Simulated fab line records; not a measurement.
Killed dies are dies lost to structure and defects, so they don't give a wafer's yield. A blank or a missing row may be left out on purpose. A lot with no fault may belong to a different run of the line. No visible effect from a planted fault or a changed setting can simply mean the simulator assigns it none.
fab line records | flow sky130
record: lots: 6 | wafers: 18 | last_day: 49
route steps=708 shown POLY_GATE@236 LDD_N@237 PAD_OPEN@708
lots untouched by any fault: they come from a run of this same line in which no faults occurred
start_h: hours from the record's first day to the start of the lot's first wafer shown | wait_h: time in hours since the lot's previous step | " the same as in the row above | L1.1+2: one row covering several wafers at once | - no value, or no start was given | * or withheld: withheld | < > ~ a bound
route shown NAME@n: NAME is a module with steps in the file, n the number in the route of the first one | usual: average and standard deviation across the fault-free wafers | same: alike in all rows | chamber/n: place in a boat | sites: per-site readings | _std_site: their standard deviation | _edge_site: the outer-site mean with the inner-site mean subtracted | radius_mm: for every site, how far away it sits from the centre of the wafer | mask NAME#n: copy n | behind: the most recent tool/chamber to have shaped the wafer | hold: cause of the lot's hold/its duration in hours/its outcome | device: the n, p or np transistor that did not switch | end of line: the tests these same wafers got at the end of their route | a step without rows: its recipe alone | killed: dies that structure and defects cost at the first sort, which is not the same as the wafer's yield | map: shows each die of a wafer: x if killed, . if not, _ if none is there
set.NAME: the run value of the setting; set.NAME@STEP: its run value at that earlier step | model.NAME: the simulator's own value behind a step, which no gauge read
lots at some steps of the route; a table a step, a row a wafer
services: a tool's chamber out of use, with start hour (start_h, from the record's first day; less than 0 if before it), hours out, and reason
== steps ==
step: SKY_POLY_GATE_CD_MEAS_22
usual: cd_nm: 150.6/1.9
lot.wafer | tool      | chamber | start_h | wait_h | cd_nm
L245.3    | cd_sem-01 | -       | 383.10  | 0.1    | 150.7
L245.4    | "         | -       | "       | "      | 149.5
L245.6    | "         | -       | "       | "      | 149.8
L246.1    | cd_sem-01 | -       | 391.05  | 0.1    | 147.8
L246.5    | "         | -       | "       | "      | 149.8
L246.6    | "         | -       | "       | "      | 150.4
L251.3    | cd_sem-02 | -       | 440.79  | 0.1    | 150.3
L251.4    | "         | -       | "       | "      | 148.6
L251.6    | "         | -       | "       | "      | 149.0
L252.1    | cd_sem-02 | -       | 453.64  | 0.1    | 148.1
L252.2    | "         | -       | "       | "      | 150.9
L252.5    | "         | -       | "       | "      | 150.1
L259.2    | cd_sem-01 | -       | 528.04  | 0.1    | 154.8
L259.3    | "         | -       | "       | "      | 151.7
L259.5    | "         | -       | "       | "      | 153.4
L262.1    | cd_sem-02 | -       | 540.44  | 0.1    | 148.1
L262.2    | "         | -       | "       | "      | 148.2
L262.5    | "         | -       | "       | "      | 150.7
step: SKY_LDD_N_DEHYDRATE_00
recipe: temp_c: 200 | time_s: 60
step: SKY_LDD_N_HMDS_01
recipe: prime_time_s: 60 | prime_temp_c: 120
step: SKY_LDD_N_COAT_02
recipe: resist: NOVOLAK | spin_rpm: 3000 | resist_thk_nm: 300
step: SKY_LDD_N_SOFTBAKE_03
recipe: temp_c: 90 | time_s: 60 | resist: NOVOLAK
step: SKY_LDD_N_EXPOSE_04
recipe: mask_id: NTM | target_cd_nm: 840 | na: 0.6 | source_shape: conventional | sigma_outer: 0.6 | dose_mj: 110
step: SKY_LDD_N_PEB_05
recipe: temp_c: withheld | time_s: * | resist: NOVOLAK
step: SKY_LDD_N_DEVELOP_06
recipe: develop_time_s: 60 | dev_temp_c: 23
step: SKY_LDD_N_OVL_MEAS_07
usual: LDD_N_OVL: -0.3/1.1
lot.wafer | tool       | chamber | start_h | wait_h | LDD_N_OVL[nm]
L245.3    | overlay-02 | -       | 410.55  | 0.1    | -0.2
L245.4    | "          | -       | "       | "      | -0.3
L245.6    | "          | -       | "       | "      | 1.0
L246.1    | overlay-01 | -       | 419.73  | 0.1    | -0.7
L246.5    | "          | -       | "       | "      | -1.0
L246.6    | "          | -       | "       | "      | -0.7
L251.3    | overlay-01 | -       | 471.70  | 0.1    | -3.2
L251.4    | "          | -       | "       | "      | -1.2
L251.6    | "          | -       | "       | "      | -1.2
L252.1    | overlay-01 | -       | 483.93  | 0.1    | 1.0
L252.2    | "          | -       | "       | "      | -0.2
L252.5    | "          | -       | "       | "      | 0.9
L259.2    | overlay-01 | -       | 557.73  | 0.1    | 0.5
L259.3    | "          | -       | "       | "      | 0.7
L259.5    | "          | -       | "       | "      | -0.7
L262.1    | overlay-02 | -       | 570.57  | 0.1    | 1.2
L262.2    | "          | -       | "       | "      | 1.3
L262.5    | "          | -       | "       | "      | 0.1
step: SKY_LDD_N_IMPLANT_08
recipe: species: As | energy_kev: 20 | dose_cm2: 7.5e+13 | tilt_deg: withheld | rotation_deg: 23
step: SKY_LDD_N_IMPLANT_09
recipe: species: As | energy_kev: 20 | dose_cm2: 7.5e+13 | tilt_deg: withheld | rotation_deg: 113
step: SKY_LDD_N_IMPLANT_10
recipe: species: As | energy_kev: 20 | dose_cm2: 7.5e+13 | tilt_deg: withheld | rotation_deg: 203
step: SKY_LDD_N_IMPLANT_11
recipe: species: As | energy_kev: 20 | dose_cm2: 7.5e+13 | tilt_deg: withheld | rotation_deg: 293
usual: beam_on_s: 10.01/0.21 | dose_ions_cm2: 7.499e+13/8.3e+10 | faraday_current_uA: 422/9
same: implant_ion_amu: 75
lot.wafer | tool         | chamber | start_h | wait_h | beam_on_s | dose_ions_cm2 | faraday_current_uA
L245.3    | implanter-01 | 0       | 411.07  | 0.1    | 10.27     | 7.507e+13     | 414
L245.4    | "            | 0       | "       | "      | 10.25     | 7.499e+13     | 411
L245.6    | "            | 0       | "       | "      | 10.56     | 7.504e+13     | 402
L246.1    | implanter-02 | 0       | 420.22  | 0.1    | 10.06     | 7.496e+13     | 419
L246.5    | "            | 0       | "       | "      | 9.87      | 7.5e+13       | 428
L246.6    | "            | 0       | "       | "      | 9.76      | 7.497e+13     | 430
L251.3    | implanter-01 | 0       | 472.22  | 0.1    | 10.21     | 6.588e+13     | 360
L251.4    | "            | 0       | "       | "      | 9.90      | 6.58e+13      | 375
L251.6    | "            | 0       | "       | "      | 10.16     | 6.594e+13     | 366
L252.1    | implanter-01 | 0       | 484.42  | 0.1    | 10.39     | 6.585e+13     | 357
L252.2    | "            | 0       | "       | "      | 9.78      | 6.587e+13     | 381
L252.5    | "            | 0       | "       | "      | 10.18     | 6.58e+13      | 364
L259.2    | implanter-02 | 0       | 558.24  | 0.1    | 10.21     | 7.504e+13     | 413
L259.3    | "            | 0       | "       | "      | 9.88      | 7.502e+13     | 427
L259.5    | "            | 0       | "       | "      | 9.57      | 7.505e+13     | 444
L262.1    | implanter-04 | 0       | 571.06  | 0.1    | 10.12     | 7.505e+13     | 418
L262.2    | "            | 0       | "       | "      | 9.75      | 7.494e+13     | 432
L262.5    | "            | 0       | "       | "      | 9.98      | 7.504e+13     | 424
step: SKY_LDD_N_IMPLANT_12
recipe: species: BF2 | energy_kev: 50 | dose_cm2: 5e+12 | tilt_deg: 30 | rotation_deg: 0
step: SKY_PAD_OPEN_PROBE_99
usual: killed_at_M0_to_M3: 44/7 | killed_at_M4_up: 3.0/1.9 | killed_at_contacts: 24/5.4 | killed_at_front_end: 15/4.6 | killed_at_other: 0.3/0.5 | killed_dies: 87/10 | killed_open: 47/7 | killed_short: 40/6.2
same: gross_dies: 492 | killed_at_back_side: 0
lot.wafer | tool      | chamber | start_h | wait_h | killed_at_M0_to_M3 | killed_at_M4_up | killed_at_contacts | killed_at_front_end | killed_at_other | killed_dies | killed_open | killed_short | model.etest.res_pdiff.line_ohm_um | model.etest.tip_n.rs_ohm_sq | model.etest.res_pdiff.width_nm | model.etest.res_ndiff.width_nm
L245.3    | prober-02 | -       | 1079.00 | 0.2    | 43                 | 3               | 25                 | 7                   | 0               | 78          | 43          | 35           | 1367                              | 441.9                       | 142.9                          | 155.3
L245.4    | prober-02 | -       | 1079.05 | 0.2    | 43                 | 6               | 22                 | 15                  | 0               | 86          | 43          | 43           | 1358                              | 447                         | 143.4                          | 156.6
L245.6    | prober-02 | -       | 1079.15 | 0.2    | 46                 | 1               | 25                 | 6                   | 0               | 78          | 47          | 31           | 1391                              | 445.7                       | 140.9                          | 154.2
L246.1    | prober-01 | -       | 1085.15 | 0.1    | 38                 | 5               | 28                 | 19                  | 0               | 90          | 51          | 39           | 1372                              | 440.1                       | 143.6                          | 156.2
L246.5    | prober-01 | -       | 1085.35 | 0.2    | 47                 | 5               | 25                 | 13                  | 0               | 90          | 52          | 38           | 1381                              | 439.9                       | 144.6                          | 157.5
L246.6    | prober-01 | -       | 1085.40 | 0.2    | 54                 | 1               | 29                 | 12                  | 0               | 96          | 52          | 44           | 1374                              | 439.9                       | 144.3                          | 157.4
L251.3    | prober-02 | -       | 1120.65 | 0.2    | 33                 | 4               | 28                 | 12                  | 0               | 77          | 39          | 38           | 1354                              | 450.2                       | 142.9                          | 155.5
L251.4    | prober-02 | -       | 1120.70 | 0.2    | 43                 | 1               | 31                 | 12                  | 0               | 87          | 45          | 42           | 1334                              | 449.8                       | 143.2                          | 156.4
L251.6    | prober-02 | -       | 1120.80 | 0.2    | 42                 | 6               | 34                 | 15                  | 0               | 97          | 56          | 41           | 1370                              | 452.8                       | 143.3                          | 156
L252.1    | prober-01 | -       | 1128.11 | 0.1    | 52                 | 1               | 17                 | 18                  | 0               | 88          | 44          | 44           | 1343                              | 452.9                       | 146.9                          | 159
L252.2    | prober-01 | -       | 1128.16 | 0.1    | 34                 | 4               | 24                 | 15                  | 0               | 77          | 38          | 39           | 1357                              | 453.2                       | 145.9                          | 159.3
L252.5    | prober-01 | -       | 1128.31 | 0.2    | 42                 | 4               | 30                 | 13                  | 0               | 89          | 46          | 43           | 1316                              | 451.9                       | 148.3                          | 160.7
L259.2    | prober-01 | -       | 1170.10 | 0.1    | 40                 | 2               | 27                 | 15                  | 1               | 85          | 47          | 38           | 1396                              | 446.4                       | 144.7                          | 157.6
L259.3    | prober-01 | -       | 1170.15 | 0.2    | 32                 | 3               | 23                 | 15                  | 0               | 73          | 39          | 34           | 1369                              | 445.6                       | 145.5                          | 157.7
L259.5    | prober-01 | -       | 1170.25 | 0.2    | 48                 | 6               | 20                 | 17                  | 0               | 91          | 57          | 34           | 1353                              | 445.2                       | 146.9                          | 159.5
L262.1    | prober-02 | -       | 1180.30 | 0.1    | 52                 | 2               | 24                 | 11                  | 0               | 89          | 49          | 40           | 1380                              | 437.5                       | 143.8                          | 156.8
L262.2    | prober-02 | -       | 1180.35 | 0.1    | 40                 | 2               | 29                 | 11                  | 1               | 83          | 51          | 32           | 1390                              | 443.7                       | 143                            | 156
L262.5    | prober-02 | -       | 1180.50 | 0.2    | 53                 | 4               | 24                 | 11                  | 2               | 94          | 52          | 42           | 1424                              | 439                         | 141.4                          | 154.3
killed by level:class
L245.3 CONTACT:geometric_particle:open=11 VIA1:geometric_particle:open=9 LI_CONTACT:geometric_particle:open=8 VIA2:geometric_particle:open=7 METAL2:geometric_particle:short=6 VIA1:geometric_particle:short=5 CONTACT:geometric_particle:short=4 METAL1:geometric_particle:short=4
L245.4 CONTACT:geometric_particle:open=8 VIA1:geometric_particle:open=8 CONTACT:geometric_particle:short=6 METAL1:geometric_particle:short=6 METAL4:geometric_particle:short=6 FIELD_ISO:geometric_particle:open=5 FIELD_ISO:geometric_particle:short=5 LI_CONTACT:geometric_particle:open=5
L245.6 VIA2:geometric_particle:open=10 LI_CONTACT:geometric_particle:open=9 CONTACT:geometric_particle:open=9 VIA1:geometric_particle:open=8 METAL2:geometric_particle:short=8 VIA1:geometric_particle:short=4 VIA2:geometric_particle:short=4 LOCAL_INTERCONNECT:geometric_particle:short=3
L246.1 LI_CONTACT:geometric_particle:open=11 METAL2:geometric_particle:short=10 CONTACT:geometric_particle:open=8 FIELD_ISO:geometric_particle:short=5 VIA1:geometric_particle:open=5 VIA2:geometric_particle:open=5 FIELD_ISO:geometric_particle:open=4 SPACER:geometric_particle:open=4
L246.5 VIA1:geometric_particle:open=13 LI_CONTACT:geometric_particle:open=10 CONTACT:geometric_particle:open=8 METAL1:geometric_particle:short=7 VIA3:geometric_particle:open=6 METAL4:geometric_particle:short=5 METAL2:geometric_particle:short=4 VIA2:geometric_particle:open=4
L246.6 CONTACT:geometric_particle:open=12 METAL1:geometric_particle:short=12 VIA3:geometric_particle:open=10 VIA1:geometric_particle:open=9 LI_CONTACT:geometric_particle:open=7 VIA2:geometric_particle:open=7 LOCAL_INTERCONNECT:geometric_particle:short=5 VIA1:geometric_particle:short=5
L251.3 CONTACT:geometric_particle:open=10 LI_CONTACT:geometric_particle:open=8 FIELD_ISO:geometric_particle:short=6 VIA1:geometric_particle:open=6 METAL2:geometric_particle:short=5 METAL1:geometric_particle:short=5 VIA2:geometric_particle:open=5 LOCAL_INTERCONNECT:geometric_particle:short=4
L251.4 VIA1:geometric_particle:open=10 CONTACT:geometric_particle:open=8 VIA2:geometric_particle:open=8 FIELD_ISO:geometric_particle:short=6 LI_CONTACT:geometric_particle:short=6 METAL1:geometric_particle:short=6 LI_CONTACT:geometric_particle:open=5 LOCAL_INTERCONNECT:geometric_particle:short=5
L251.6 CONTACT:geometric_particle:open=16 VIA1:geometric_particle:open=12 VIA3:geometric_particle:open=7 LOCAL_INTERCONNECT:geometric_particle:short=7 METAL1:geometric_particle:short=7 CONTACT:geometric_particle:short=6 POLY_GATE:geometric_particle:open=4 VIA2:geometric_particle:open=4
L252.1 CONTACT:geometric_particle:open=8 VIA1:geometric_particle:open=8 CONTACT:geometric_particle:short=6 METAL3:geometric_particle:short=6 VIA2:geometric_particle:short=6 VIA2:geometric_particle:open=6 VIA3:geometric_particle:open=6 POLY_GATE:geometric_particle:short=5
L252.2 CONTACT:geometric_particle:short=7 CONTACT:geometric_particle:open=7 VIA2:geometric_particle:open=7 METAL2:geometric_particle:short=6 LI_CONTACT:geometric_particle:open=5 VIA1:geometric_particle:short=5 VIA1:geometric_particle:open=5 FIELD_ISO:geometric_particle:short=4
L252.5 VIA1:geometric_particle:open=9 VIA2:geometric_particle:open=9 LI_CONTACT:geometric_particle:open=8 CONTACT:geometric_particle:open=8 CONTACT:geometric_particle:short=7 VIA1:geometric_particle:short=5 METAL2:geometric_particle:short=5 FIELD_ISO:geometric_particle:open=4
L259.2 LI_CONTACT:geometric_particle:open=10 VIA2:geometric_particle:open=8 VIA1:geometric_particle:open=7 CONTACT:geometric_particle:open=6 VIA3:geometric_particle:open=6 CONTACT:geometric_particle:short=5 VIA1:geometric_particle:short=5 METAL2:geometric_particle:short=4
L259.3 LI_CONTACT:geometric_particle:open=9 VIA3:geometric_particle:open=7 CONTACT:geometric_particle:open=6 VIA3:geometric_particle:short=5 METAL1:geometric_particle:short=5 VIA2:geometric_particle:open=5 POLY_GATE:geometric_particle:open=4 POLY_GATE:geometric_particle:short=3
L259.5 VIA1:geometric_particle:open=18 LI_CONTACT:geometric_particle:open=8 CONTACT:geometric_particle:open=7 VIA2:geometric_particle:open=6 METAL1:geometric_particle:short=5 METAL2:geometric_particle:short=5 FIELD_ISO:geometric_particle:open=4 POLY_GATE:geometric_particle:short=4
L262.1 VIA1:geometric_particle:open=11 METAL2:geometric_particle:short=11 LI_CONTACT:geometric_particle:open=8 METAL1:geometric_particle:short=7 VIA2:geometric_particle:open=7 CONTACT:geometric_particle:short=6 CONTACT:geometric_particle:open=6 FIELD_ISO:geometric_particle:short=4
L262.2 LI_CONTACT:geometric_particle:open=11 VIA3:geometric_particle:open=10 CONTACT:geometric_particle:open=7 METAL1:geometric_particle:short=6 VIA1:geometric_particle:open=6 METAL2:geometric_particle:open=5 VIA2:geometric_particle:open=5 LOCAL_INTERCONNECT:geometric_particle:short=4
L262.5 VIA1:geometric_particle:open=14 CONTACT:geometric_particle:open=11 VIA1:geometric_particle:short=7 VIA3:geometric_particle:open=6 METAL1:geometric_particle:short=6 VIA2:geometric_particle:open=6 LI_CONTACT:geometric_particle:open=5 METAL2:geometric_particle:short=5
== services ==
tool         | chamber | start_h | hours | kind
implanter-02 | -       | 399.07  | 3.7   | repair
implanter-04 | -       | 443.52  | 2.7   | pm
implanter-04 | -       | 489.94  | 2.1   | repair
implanter-04 | -       | 490.38  | 3.5   | repair
implanter-04 | -       | 542.72  | 5.9   | pm
== key ==
first_sign: step: SKY_LDD_N_IMPLANT_11 | reading: dose_ions_cm2 | direction: down | sigmas: 99+ | usual: * | struck: *
effect: step: SKY_LDD_N_IMPLANT_11 | reading: faraday_current_uA | direction: down | sigmas: 6.1 | usual: 422 | struck: 367
model_effect: step: SKY_PAD_OPEN_PROBE_99 | value: etest.res_pdiff.line_ohm_um | without: 1363 | struck: 1346
met_at SKY_LDD_N_IMPLANT_11
struck_wafers L251.3,L251.4,L251.6,L252.1,L252.2,L252.5
tester_left_out L251,L252
onset_between 411.07 472.22
fault: kind: process_parameter_drift | tool: implanter-01 | chamber: - | onset_h: 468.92 | steps: SKY_LDD_N_IMPLANT_11 | channel: dose_cm2 | offset: * | shape: step | end_h: 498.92 | acts_in: * | stated: *
tester_left_out: of these lots the tester's yield and bins aren't shown, on N5 and GAA mostly nor the transistor test; their killed dies are dies lost to structure and defects alone, not to doping, threshold or leakage, so they don't give the yield
